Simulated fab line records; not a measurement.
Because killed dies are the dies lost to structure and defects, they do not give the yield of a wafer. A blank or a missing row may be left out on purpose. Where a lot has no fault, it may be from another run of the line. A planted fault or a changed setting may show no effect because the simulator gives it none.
Which tool is to blame?    flow sky130    11 lots with 33 wafers sampled at 3 steps, on a route of 708 steps

== WHAT THE GAUGES READ, wafer by wafer ==
SKY_LDD_N_TW_MEAS_17.
lot   measured      on            LDD_N_TW
L103  day 18 07:34  filmMetro-04  2565 2571 2580
L106  day 19 04:37  filmMetro-02  2628 2626 2616
L107  day 19 14:49  filmMetro-02  2616 2623 2612
L108  day 19 22:11  filmMetro-03  2568 2576 2575
L111  day 21 04:28  filmMetro-03  2561 2579 2579
L113  day 22 05:01  filmMetro-04  2561 2574 2583
L114  day 22 03:23  filmMetro-02  2625 2624 2616
L118  day 23 19:40  filmMetro-04  2951 2932 2942
L119  day 24 13:55  filmMetro-03  2937 2956 2956
L120  day 24 14:11  filmMetro-03  2580 2590 2581
L125  day 26 15:31  filmMetro-02  2612 2624 2614

== TOOL THAT RAN EACH LOT (tool first, then ch and the chambers of the sampled wafers, then the start) ==
lot   SKY_LDD_N_IMPLANT_08             SKY_LDD_N_STRIP_16
L103  implanter-04 ch 0, day 18 06:16  plasmaAsher-03 ch 0,1, day 18 07:28
L106  implanter-04 ch 0, day 19 03:20  plasmaAsher-04 ch 0,1, day 19 04:31
L107  implanter-02 ch 0, day 19 13:31  plasmaAsher-04 ch 0,1, day 19 14:43
L108  implanter-03 ch 0, day 19 20:55  plasmaAsher-01 ch 0,1, day 19 22:06
L111  implanter-03 ch 0, day 21 03:11  plasmaAsher-04 ch 0,1, day 21 04:22
L113  implanter-03 ch 0, day 22 03:43  plasmaAsher-01 ch 0,1, day 22 04:55
L114  implanter-04 ch 0, day 22 02:05  plasmaAsher-04 ch 0,1, day 22 03:17
L118  implanter-03 ch 0, day 23 18:23  plasmaAsher-01 ch 0,1, day 23 19:34
L119  implanter-03 ch 0, day 24 12:38  plasmaAsher-03 ch 0,1, day 24 13:49
L120  implanter-02 ch 0, day 24 12:53  plasmaAsher-01 ch 0,1, day 24 14:05
L125  implanter-04 ch 0, day 26 14:14  plasmaAsher-03 ch 0,1, day 26 15:25
- SKY_LDD_N_IMPLANT_08
- SKY_LDD_N_STRIP_16: strips in O2/N2.

== THE ANSWER, worked out from the rows above alone ==
Rule: what is usual is taken from the lots themselves. The widest of any qualifying gaps counts: lots, ordered by their means at a reading, are off when they make up no more than a third of the lots, leave a main group of 4 or more, and stand apart from it by 3 or more times the standard deviation of that group's means. A main group whose means are all the same, to the digits that the tables above print for the reading, isn't used. Also off: a lot with no number at a reading for which 4 or more lots have one. All remaining lots with rows at the step are treated as sound.
Off: L118, L119, at SKY_LDD_N_TW_MEAS_17 (LDD_N_TW). Main group: mean 2595, sd 23.
If a tool, at a process step before that reading, ran all the lots that are off and no sound lot after the first of them, it fits. The gauges at SKY_LDD_N_TW_MEAS_17 are tried like those tools. One fits: SKY_LDD_N_IMPLANT_08 on implanter-03. Its last sound lot is L113 (day 22 03:43), its first lot that is off L118 (day 23 18:23): a fault that began between those two fits.

== WHAT HAD BEEN PUT IN BY THE SIMULATOR ==
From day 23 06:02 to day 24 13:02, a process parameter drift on implanter-03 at SKY_LDD_N_IMPLANT_08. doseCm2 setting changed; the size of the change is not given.
Struck lots among those shown: L118, L119. Same finding as the rule above.
